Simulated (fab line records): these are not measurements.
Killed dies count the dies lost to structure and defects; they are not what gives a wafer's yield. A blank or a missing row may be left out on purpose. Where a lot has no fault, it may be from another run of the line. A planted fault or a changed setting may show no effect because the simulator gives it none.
Matching of chambers / flow sky130 / SKY_PASSIVATION_ETCH_11 on rie_diel-01: 4 sister chambers
The step etches the open film in CF4/O2, stops on AlCu, target depth 725 nm, time 161.1 s. 4 wafers are shown with their chamber, then 11 later ones without.

## WAFERS WITH THEIR CHAMBER
wafer=L084.4; chamber=3; drypump_motor_current_A (A)=5.0
wafer=L087.1; chamber=1; drypump_motor_current_A (A)=6.2
wafer=L087.5; chamber=0; drypump_motor_current_A (A)=5.3
wafer=L089.3; chamber=2; drypump_motor_current_A (A)=5.9

## WAFERS MISSING THEIR CHAMBER
wafer=L089.4; drypump_motor_current_A (A)=5.4
wafer=L089.6; drypump_motor_current_A (A)=6.2
wafer=L090.3; drypump_motor_current_A (A)=5.9
wafer=L090.5; drypump_motor_current_A (A)=6.1
wafer=L090.6; drypump_motor_current_A (A)=5.3
wafer=L094.4; drypump_motor_current_A (A)=5.9
wafer=L094.5; drypump_motor_current_A (A)=5.3
wafer=L094.6; drypump_motor_current_A (A)=5.0
wafer=L097.1; drypump_motor_current_A (A)=5.0
wafer=L097.2; drypump_motor_current_A (A)=6.2
wafer=L097.6; drypump_motor_current_A (A)=5.4

## WHICH CHAMBER EACH ONE RAN IN
wafer=L089.4; from the rows above=0; in truth=0
wafer=L089.6; from the rows above=1; in truth=1
wafer=L090.3; from the rows above=2; in truth=2
wafer=L090.5; from the rows above=can't be placed: 1 or 2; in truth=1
wafer=L090.6; from the rows above=0; in truth=0
wafer=L094.4; from the rows above=2; in truth=2
wafer=L094.5; from the rows above=0; in truth=0
wafer=L094.6; from the rows above=3; in truth=3
wafer=L097.1; from the rows above=3; in truth=3
wafer=L097.2; from the rows above=1; in truth=1
wafer=L097.6; from the rows above=0; in truth=0
10 of 11 placed correctly. Not placeable from these rows: 1 (in 1, the candidates include the true chamber). Placed wrongly: 0.
How it was worked out, from the rows above alone: a wafer's distance from a chamber is the root of the sum, over the readings, of the square of ((its reading less the chamber's mean) divided by the reading's scatter). The wafer belongs to the nearest chamber; if the next one is less than 2 further off, it can't be placed. A chamber's mean is the mean of its shown wafers. The scatter (one wafer shown for each chamber): square how far every hidden wafer sits from the nearest shown wafer, average those squares and take the square root.
